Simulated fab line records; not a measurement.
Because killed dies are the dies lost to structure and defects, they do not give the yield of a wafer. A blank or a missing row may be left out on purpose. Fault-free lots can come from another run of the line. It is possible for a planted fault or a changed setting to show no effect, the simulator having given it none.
fab line records	flow gf180mcu
record lots=24	wafers=72	lastDay=34
route steps=602 shown SALICIDE@283 V2@384 M4@471 V4@501
lots that met no fault: from a run of the same line without faults
startH: hours from the record's opening day to when the first of the lot's shown wafers began	waitH: hours since the lot's step before	" identical to the entry in the row above	L1.1+2: one row covering several wafers at once	- value missing, or start not given	* or withheld: withheld	< > ~ a bound
route shown NAME@n: a module of which the file shows steps, and the number in the route of the first	usual: mean and standard deviation over wafers with no fault	same: alike in all rows	chamber/n: place in a boat	sites: the reading at each site	_std_site: the values' standard deviation	_edge_site: mean of outer sites minus mean of inner sites	radiusMm: how far each site lies from the wafer's centre	mask NAME#n: copy n	behind: the last tool/chamber to shape the wafer	hold: cause of the lot's hold/its duration in hours/its outcome	device: the transistor (n, p or np) that didn't switch	end of line: the tests these same wafers got at the end of their route	a step without rows: its recipe alone	killed: dies that structure and defects cost at the first sort, which is not the same as the wafer's yield	map: a wafer's dies, x killed, . not, _ none there
set.NAME: setting as actually run; set.NAME@STEP: the setting as run at that earlier step	model.NAME: the simulator's own value behind a step, which no gauge read
route steps across a sampled set of lots; one table per step, one row per wafer
services: a tool's chamber out of use, with start hour (startH, from the record's first day; less than 0 if before it), hours out, and reason
## steps
# step GF_SALICIDE_THK_MEAS_05
# recipe thkMeasGauge=xrf	reads=TiN_of_SALICIDE_SPUTTER_03
# usual SALICIDE_TIN_THK=20.49/0.3
lot.wafer	tool	chamber	startH	waitH	SALICIDE_TIN_THK[nm]
L074.1	filmMetro-01	-	340.69	0.1	20.91
L074.4	"	-	"	"	20.33
L074.5	"	-	"	"	20.32
L075.2	filmMetro-01	-	345.11	0.1	20.77
L075.3	"	-	"	"	20.78
L075.6	"	-	"	"	20.51
L076.1	filmMetro-02	-	350.65	0.1	19.98
L076.3	"	-	"	"	20.28
L076.5	"	-	"	"	19.94
L077.2	filmMetro-01	-	364.51	0.1	20.39
L077.4	"	-	"	"	20.23
L077.5	"	-	"	"	20.18
L078.2	filmMetro-04	-	369.99	0.1	20.60
L078.3	"	-	"	"	20.64
L078.4	"	-	"	"	20.58
L079.3	filmMetro-04	-	379.81	0.1	20.87
L079.4	"	-	"	"	20.33
L079.5	"	-	"	"	20.46
L080.1	filmMetro-01	-	394.05	0.1	20.25
L080.5	"	-	"	"	20.39
L080.6	"	-	"	"	20.74
L081.1	filmMetro-01	-	398.74	0.1	20.42
L081.2	"	-	"	"	20.72
L081.5	"	-	"	"	20.34
L082.2	filmMetro-02	-	406.25	0.1	20.44
L082.3	"	-	"	"	20.15
L082.4	"	-	"	"	20.43
L083.1	filmMetro-01	-	420.08	0.1	20.24
L083.2	"	-	"	"	20.23
L083.4	"	-	"	"	20.48
L084.1	filmMetro-04	-	427.00	0.1	20.61
L084.2	"	-	"	"	20.53
L084.6	"	-	"	"	20.72
L085.4	filmMetro-02	-	427.68	0.1	20.50
L085.5	"	-	"	"	20.15
L085.6	"	-	"	"	20.62
L086.1	filmMetro-02	-	443.26	0.1	20.16
L086.3	"	-	"	"	19.88
L086.6	"	-	"	"	20.13
L087.1	filmMetro-01	-	451.15	0.1	20.85
L087.4	"	-	"	"	20.40
L087.5	"	-	"	"	20.60
L088.2	filmMetro-02	-	469.81	0.1	20.55
L088.3	"	-	"	"	20.67
L088.5	"	-	"	"	20.88
L089.2	filmMetro-02	-	473.30	0.1	20.40
L089.3	"	-	"	"	20.17
L089.4	"	-	"	"	20.47
L090.1	filmMetro-02	-	476.14	0.1	20.67
L090.2	"	-	"	"	20.69
L090.5	"	-	"	"	20.73
L091.1	filmMetro-01	-	496.23	0.1	21.16
L091.5	"	-	"	"	21.16
L091.6	"	-	"	"	20.95
L092.1	filmMetro-01	-	504.24	0.1	20.65
L092.2	"	-	"	"	20.61
L092.5	"	-	"	"	20.73
L093.1	filmMetro-02	-	518.91	0.1	20.21
L093.4	"	-	"	"	20.15
L093.6	"	-	"	"	19.86
L094.1	filmMetro-04	-	519.79	0.1	19.98
L094.2	"	-	"	"	20.31
L094.3	"	-	"	"	20.60
L095.1	filmMetro-02	-	524.99	0.1	20.43
L095.3	"	-	"	"	20.03
L095.4	"	-	"	"	20.03
L096.1	filmMetro-01	-	536.75	0.1	20.86
L096.2	"	-	"	"	20.44
L096.4	"	-	"	"	20.49
L097.2	filmMetro-01	-	540.25	0.1	21.04
L097.5	"	-	"	"	21.09
L097.6	"	-	"	"	20.77
# step GF_V2_CVD_02
# recipe material=SiO2	targetThkNm=850	precursor=TEOS	tempC=400	timeS=94.851	rfW=600
# usual heaterPowerW=713/97
lot.wafer	tool	chamber	startH	waitH	heaterPowerW	sinceWetCleanH
L074.1	pecvd-02	1	437.70	0.1	604	55
L074.4	"	2	"	"	660	-
L074.5	"	0	"	"	781	-
L075.2	pecvd-03	0	443.85	0.0	636	269
L075.3	"	1	"	"	814	269
L075.6	"	1	"	"	897	-
L076.1	pecvd-01	2	451.00	0.1	612	485
L076.3	"	1	"	"	750	485
L076.5	"	0	"	"	721	-
L077.2	pecvd-03	1	466.60	0.0	853	292
L077.4	"	2	"	"	672	-
L077.5	"	0	"	"	549	-
L078.2	pecvd-01	0	470.40	0.0	883	504
L078.3	"	2	"	"	618	504
L078.4	"	0	"	"	724	-
L079.3	pecvd-03	2	485.30	0.0	602	311
L079.4	"	0	"	"	709	-
L079.5	"	1	"	"	846	-
L080.1	pecvd-01	2	497.21	0.1	697	531
L080.5	"	1	"	"	781	-
L080.6	"	2	"	"	720	-
L081.1	pecvd-01	2	501.34	0.1	614	535
L081.2	"	0	"	"	842	535
L081.5	"	2	"	"	682	-
L082.2	pecvd-01	2	510.90	0.0	626	545
L082.3	"	1	"	"	715	545
L082.4	"	1	"	"	744	-
L083.1	pecvd-02	0	523.13	0.1	683	140
L083.2	"	2	"	"	794	140
L083.4	"	1	"	"	544	-
L084.1	pecvd-02	2	528.39	0.1	802	146
L084.2	"	0	"	"	805	146
L084.6	"	0	"	"	810	-
L085.4	pecvd-03	0	529.76	0.1	561	-
L085.5	"	1	"	"	737	-
L085.6	"	2	"	"	647	-
L086.1	pecvd-02	0	544.55	0.1	785	162
L086.3	"	1	"	"	666	162
L086.6	"	2	"	"	645	-
L087.1	pecvd-02	2	552.41	0.1	715	170
L087.4	"	0	"	"	808	-
L087.5	"	1	"	"	533	-
L088.2	pecvd-03	0	569.38	0.0	625	395
L088.3	"	2	"	"	659	395
L088.5	"	2	"	"	539	-
L089.2	pecvd-03	2	572.15	0.0	674	398
L089.3	"	1	"	"	832	398
L089.4	"	0	"	"	639	-
L090.1	pecvd-01	2	573.05	0.1	622	607
L090.2	"	0	"	"	735	607
L090.5	"	1	"	"	605	-
L091.1	pecvd-01	0	592.83	0.1	894	626
L091.5	"	1	"	"	723	-
L091.6	"	0	"	"	724	-
L092.1	pecvd-02	0	599.63	0.1	721	217
L092.2	"	2	"	"	775	217
L092.5	"	2	"	"	783	-
L093.1	pecvd-02	2	613.70	0.1	799	231
L093.4	"	1	"	"	535	-
L093.6	"	0	"	"	632	-
L094.1	pecvd-03	2	614.45	0.1	651	440
L094.2	"	1	"	"	889	440
L094.3	"	0	"	"	597	440
L095.1	pecvd-02	1	618.90	0.1	599	236
L095.3	"	0	"	"	673	236
L095.4	"	1	"	"	650	-
L096.1	pecvd-02	1	629.86	0.1	592	247
L096.2	"	2	"	"	665	247
L096.4	"	0	"	"	767	-
L097.2	pecvd-03	1	632.23	0.0	890	458
L097.5	"	1	"	"	900	-
L097.6	"	0	"	"	668	-
# step GF_V2_BOW_MEAS_05
# recipe mode=bow
# usual V2_BOW=97/8.9
lot.wafer	tool	chamber	startH	waitH	V2_BOW[um]
L074.1	filmMetro-01	-	438.13	0.1	90
L074.4	"	-	"	"	96
L074.5	"	-	"	"	96
L075.2	filmMetro-04	-	444.46	0.3	101
L075.3	"	-	"	"	100
L075.6	"	-	"	"	113
L076.1	filmMetro-03	-	451.58	0.1	104
L076.3	"	-	"	"	95
L076.5	"	-	"	"	91
L077.2	filmMetro-03	-	467.05	0.3	88
L077.4	"	-	"	"	97
L077.5	"	-	"	"	100
L078.2	filmMetro-03	-	470.85	0.3	90
L078.3	"	-	"	"	104
L078.4	"	-	"	"	97
L079.3	filmMetro-04	-	485.77	0.2	105
L079.4	"	-	"	"	91
L079.5	"	-	"	"	97
L080.1	filmMetro-04	-	497.64	0.1	101
L080.5	"	-	"	"	94
L080.6	"	-	"	"	85
L081.1	filmMetro-01	-	501.77	0.2	82
L081.2	"	-	"	"	91
L081.5	"	-	"	"	86
L082.2	filmMetro-04	-	511.35	0.2	92
L082.3	"	-	"	"	90
L082.4	"	-	"	"	88
L083.1	filmMetro-03	-	523.56	0.2	97
L083.2	"	-	"	"	104
L083.4	"	-	"	"	101
L084.1	filmMetro-03	-	528.83	0.3	96
L084.2	"	-	"	"	98
L084.6	"	-	"	"	98
L085.4	filmMetro-01	-	530.22	0.3	97
L085.5	"	-	"	"	106
L085.6	"	-	"	"	102
L086.1	filmMetro-03	-	544.98	0.1	101
L086.3	"	-	"	"	102
L086.6	"	-	"	"	103
L087.1	filmMetro-04	-	553.12	0.2	108
L087.4	"	-	"	"	111
L087.5	"	-	"	"	93
L088.2	filmMetro-04	-	569.83	0.1	108
L088.3	"	-	"	"	97
L088.5	"	-	"	"	96
L089.2	filmMetro-04	-	572.86	0.2	87
L089.3	"	-	"	"	94
L089.4	"	-	"	"	101
L090.1	filmMetro-04	-	573.48	0.2	118
L090.2	"	-	"	"	107
L090.5	"	-	"	"	106
L091.1	filmMetro-01	-	593.26	0.1	83
L091.5	"	-	"	"	85
L091.6	"	-	"	"	77
L092.1	filmMetro-01	-	600.09	0.2	110
L092.2	"	-	"	"	88
L092.5	"	-	"	"	107
L093.1	filmMetro-03	-	614.13	0.2	89
L093.4	"	-	"	"	99
L093.6	"	-	"	"	87
L094.1	filmMetro-03	-	614.88	0.2	108
L094.2	"	-	"	"	113
L094.3	"	-	"	"	122
L095.1	filmMetro-03	-	619.33	0.2	84
L095.3	"	-	"	"	90
L095.4	"	-	"	"	101
L096.1	filmMetro-03	-	630.29	0.1	89
L096.2	"	-	"	"	95
L096.4	"	-	"	"	86
L097.2	filmMetro-01	-	632.68	0.3	85
L097.5	"	-	"	"	86
L097.6	"	-	"	"	103
# step GF_V2_CMP_26
# recipe stopOn=SiO2	downForcePsi=3.5	platenRpm=60	tOverpolishS=15	targetThkNm=0	padVelocityMS=0.94248
# usual motorCurrentA=10.3/0.6	overpolishRunS=15.001/0.0098	timeToEndpointS=83/3.8
# same tOverpolishS=15
lot.wafer	tool	chamber	startH	waitH	motorCurrentA	overpolishRunS	timeToEndpointS
L074.4	cmp-01	1	463.28	0.0	10.7	15.013	85
L074.1	"	2	"	"	10.1	15.000	87
L074.5	"	1	"	"	10.1	15.017	88
L075.2	cmp-01	3	470.01	0.0	9.8	14.997	81
L075.3	"	2	"	"	10.0	15.003	87
L075.6	"	0	"	"	9.6	15.010	84
L076.1	cmp-02	0	477.02	0.1	9.8	14.993	81
L076.3	"	2	"	"	10.7	14.990	74
L076.5	"	0	"	"	9.7	15.003	83
L077.4	cmp-02	3	492.82	0.0	10.9	14.994	84
L077.2	"	1	"	"	9.9	15.002	82
L077.5	"	3	"	"	11.2	14.999	83
L078.3	cmp-02	1	496.55	0.1	9.9	15.004	81
L078.2	"	2	"	"	11.4	15.005	77
L078.4	"	3	"	"	10.7	14.998	83
L079.4	cmp-02	3	510.77	0.1	11.6	15.010	81
L079.3	"	0	"	"	10.2	15.005	87
L079.5	"	3	"	"	11.0	15.003	83
L080.1	cmp-01	0	522.17	0.1	9.7	14.984	89
L080.5	"	2	"	"	10.1	14.999	89
L080.6	"	3	"	"	9.6	15.003	84
L081.1	cmp-02	0	526.22	0.1	10.1	15.020	81
L081.2	"	1	"	"	10.4	15.006	82
L081.5	"	3	"	"	11.0	14.994	86
L082.2	cmp-02	3	535.46	0.1	11.7	14.990	82
L082.4	"	0	"	"	10.0	15.009	82
L082.3	"	1	"	"	9.9	14.992	80
L083.2	cmp-02	3	547.22	0.0	11.4	15.008	80
L083.4	"	0	"	"	9.7	14.998	81
L083.1	"	2	"	"	10.6	14.993	78
L084.2	cmp-01	3	552.52	0.0	9.6	14.990	83
L084.1	"	1	"	"	11.0	14.999	89
L084.6	"	3	"	"	9.5	14.992	87
L085.4	cmp-01	2	554.14	0.2	10.3	15.011	85
L085.5	"	3	"	"	9.3	14.999	89
L085.6	"	0	"	"	9.8	15.011	86
L086.3	cmp-02	1	568.66	0.0	9.6	15.003	77
L086.1	"	2	"	"	10.8	15.006	71
L086.6	"	2	"	"	10.7	14.991	74
L087.1	cmp-02	3	576.46	0.1	11.6	15.008	82
L087.4	"	1	"	"	9.7	15.009	77
L087.5	"	3	"	"	10.9	14.995	81
L088.2	cmp-01	0	592.98	0.0	9.7	14.994	80
L088.3	"	2	"	"	10.1	15.032	83
L088.5	"	0	"	"	9.7	15.004	79
L089.3	cmp-02	1	595.33	0.1	9.8	14.996	82
L089.2	"	2	"	"	11.3	15.001	78
L089.4	"	3	"	"	11.0	15.002	82
L090.2	cmp-01	3	596.82	0.0	10.0	15.012	83
L090.1	"	2	"	"	10.7	14.986	83
L090.5	"	0	"	"	9.5	14.995	81
L091.1	cmp-01	2	615.38	0.1	11.0	14.996	86
L091.6	"	2	"	"	10.4	15.007	83
L091.5	"	3	"	"	9.7	14.989	83
L092.1	cmp-02	0	622.25	0.1	10.3	15.004	84
L092.2	"	3	"	"	10.8	15.008	87
L092.5	"	0	"	"	9.9	15.026	81
L093.1	cmp-01	1	636.28	0.2	10.4	14.997	83
L093.4	"	3	"	"	9.6	15.030	80
L093.6	"	2	"	"	10.3	15.013	86
L094.2	cmp-01	3	637.23	0.3	9.7	15.015	89
L094.3	"	0	"	"	9.6	15.003	81
L094.1	"	1	"	"	10.6	14.988	86
L095.4	cmp-01	3	641.02	0.0	9.9	15.007	82
L095.3	"	0	"	"	9.6	14.991	89
L095.1	"	1	"	"	10.6	15.003	94
L096.1	cmp-02	1	651.81	0.1	10.1	15.008	86
L096.2	"	2	"	"	11.4	14.994	82
L096.4	"	3	"	"	11.0	14.994	92
L097.2	cmp-02	1	653.51	0.1	10.0	15.001	84
L097.5	"	3	"	"	10.8	14.996	90
L097.6	"	0	"	"	10.1	15.009	86
# step GF_M4_OVL_MEAS_15
# usual M4_OVL=4/5.4
lot.wafer	tool	chamber	startH	waitH	M4_OVL[nm]
L074.1	overlay-01	-	536.79	0.1	5
L074.4	"	-	"	"	-1
L074.5	"	-	"	"	-1
L075.2	overlay-01	-	544.59	0.1	6
L075.3	"	-	"	"	1
L075.6	"	-	"	"	3
L076.1	overlay-01	-	550.78	0.1	9
L076.3	"	-	"	"	6
L076.5	"	-	"	"	-2
L077.2	overlay-02	-	564.54	0.1	4
L077.4	"	-	"	"	6
L077.5	"	-	"	"	9
L078.2	overlay-02	-	569.04	0.1	2
L078.3	"	-	"	"	10
L078.4	"	-	"	"	7
L079.3	overlay-01	-	582.09	0.1	5
L079.4	"	-	"	"	4
L079.5	"	-	"	"	16
L080.1	overlay-02	-	593.14	0.1	1
L080.5	"	-	"	"	-7
L080.6	"	-	"	"	-4
L081.1	overlay-01	-	600.18	0.1	5
L081.2	"	-	"	"	11
L081.5	"	-	"	"	8
L082.2	overlay-01	-	603.44	0.1	2
L082.3	"	-	"	"	9
L082.4	"	-	"	"	0
L083.1	overlay-01	-	615.58	0.1	-1
L083.2	"	-	"	"	3
L083.4	"	-	"	"	-5
L084.1	overlay-01	-	620.58	0.1	-4
L084.2	"	-	"	"	7
L084.6	"	-	"	"	10
L085.4	overlay-01	-	622.11	0.1	1
L085.5	"	-	"	"	-2
L085.6	"	-	"	"	-6
L086.1	overlay-01	-	635.78	0.1	-4
L086.3	"	-	"	"	-4
L086.6	"	-	"	"	-3
L087.1	overlay-01	-	642.13	0.1	7
L087.4	"	-	"	"	7
L087.5	"	-	"	"	8
L088.2	overlay-02	-	658.19	0.1	10
L088.3	"	-	"	"	15
L088.5	"	-	"	"	14
L089.2	overlay-02	-	659.44	0.1	1
L089.3	"	-	"	"	1
L089.4	"	-	"	"	-4
L090.1	overlay-01	-	660.84	0.1	6
L090.2	"	-	"	"	9
L090.5	"	-	"	"	12
L091.1	overlay-01	-	678.08	0.1	5
L091.5	"	-	"	"	7
L091.6	"	-	"	"	5
L092.1	overlay-01	-	684.53	0.1	5
L092.2	"	-	"	"	13
L092.5	"	-	"	"	11
L093.1	overlay-01	-	696.64	0.1	0
L093.4	"	-	"	"	14
L093.6	"	-	"	"	7
L094.1	overlay-02	-	697.73	0.1	6
L094.2	"	-	"	"	6
L094.3	"	-	"	"	6
L095.1	overlay-01	-	701.54	0.1	6
L095.3	"	-	"	"	6
L095.4	"	-	"	"	8
L096.1	overlay-02	-	711.00	0.1	-3
L096.2	"	-	"	"	4
L096.4	"	-	"	"	4
L097.2	overlay-02	-	713.44	0.1	-4
L097.5	"	-	"	"	6
L097.6	"	-	"	"	5
# step GF_V4_THK_MEAS_25
# recipe thkMeasGauge=xrf	reads=W_of_V4_CVD_23
# usual V4_W_THK=351/5.8
lot.wafer	tool	chamber	startH	waitH	V4_W_THK[nm]
L074.1	filmMetro-01	-	561.46	0.1	351
L074.4	"	-	"	"	354
L074.5	"	-	"	"	359
L075.2	filmMetro-04	-	569.43	0.1	349
L075.3	"	-	"	"	345
L075.6	"	-	"	"	342
L076.1	filmMetro-04	-	575.71	0.1	342
L076.3	"	-	"	"	348
L076.5	"	-	"	"	340
L077.2	filmMetro-04	-	588.48	0.1	345
L077.4	"	-	"	"	344
L077.5	"	-	"	"	355
L078.2	filmMetro-04	-	593.67	0.1	348
L078.3	"	-	"	"	353
L078.4	"	-	"	"	343
L079.3	filmMetro-01	-	605.53	0.1	347
L079.4	"	-	"	"	350
L079.5	"	-	"	"	347
L080.1	filmMetro-03	-	616.41	0.1	352
L080.5	"	-	"	"	360
L080.6	"	-	"	"	350
L081.1	filmMetro-03	-	623.50	0.1	360
L081.2	"	-	"	"	354
L081.5	"	-	"	"	355
L082.2	filmMetro-01	-	626.68	0.1	354
L082.3	"	-	"	"	351
L082.4	"	-	"	"	348
L083.1	filmMetro-01	-	638.30	0.1	346
L083.2	"	-	"	"	352
L083.4	"	-	"	"	345
L084.1	filmMetro-03	-	643.51	0.1	355
L084.2	"	-	"	"	354
L084.6	"	-	"	"	357
L085.4	filmMetro-04	-	644.76	0.1	349
L085.5	"	-	"	"	345
L085.6	"	-	"	"	351
L086.1	filmMetro-04	-	657.12	0.1	343
L086.3	"	-	"	"	352
L086.6	"	-	"	"	343
L087.1	filmMetro-01	-	664.16	0.1	353
L087.4	"	-	"	"	344
L087.5	"	-	"	"	341
L088.2	filmMetro-03	-	679.78	0.1	341
L088.3	"	-	"	"	353
L088.5	"	-	"	"	362
L089.2	filmMetro-03	-	681.57	0.1	355
L089.3	"	-	"	"	353
L089.4	"	-	"	"	349
L090.1	filmMetro-04	-	682.66	0.1	356
L090.2	"	-	"	"	349
L090.5	"	-	"	"	354
L091.1	filmMetro-01	-	699.82	0.1	357
L091.5	"	-	"	"	355
L091.6	"	-	"	"	343
L092.1	filmMetro-03	-	706.24	0.1	354
L092.2	"	-	"	"	346
L092.5	"	-	"	"	350
L093.1	filmMetro-01	-	717.11	0.1	360
L093.4	"	-	"	"	346
L093.6	"	-	"	"	362
L094.1	filmMetro-01	-	718.56	0.1	358
L094.2	"	-	"	"	349
L094.3	"	-	"	"	359
L095.1	filmMetro-03	-	722.08	0.1	363
L095.3	"	-	"	"	362
L095.4	"	-	"	"	352
L096.1	filmMetro-01	-	731.58	0.1	340
L096.2	"	-	"	"	356
L096.4	"	-	"	"	354
L097.2	filmMetro-01	-	733.71	0.1	353
L097.5	"	-	"	"	342
L097.6	"	-	"	"	347
## services
tool	chamber	startH	hours	kind
cmp-01	-	425.94	1.4	repair
cmp-02	-	432.93	5.3	repair
cmp-02	-	450.14	1.3	repair
pecvd-03	-	493.33	5.5	pm
pecvd-01	2	524.48	13.7	repair
cmp-01	-	530.61	0.2	repair
pecvd-02	-	531.10	1.1	repair
cmp-02	-	549.36	4.3	repair
cmp-01	-	561.39	6.9	pm
cmp-01	-	572.00	4.0	pm
cmp-01	-	573.47	4.3	repair
cmp-01	-	576.00	-	consumableReplace:conditioner
cmp-01	-	576.00	-	consumableReplace:pad
cmp-02	-	596.40	0.5	repair
pecvd-03	-	605.13	0.6	repair
cmp-01	-	609.72	3.2	repair
pecvd-03	0	625.07	4.4	repair
cmp-02	-	634.82	4.8	repair
## key
fault none
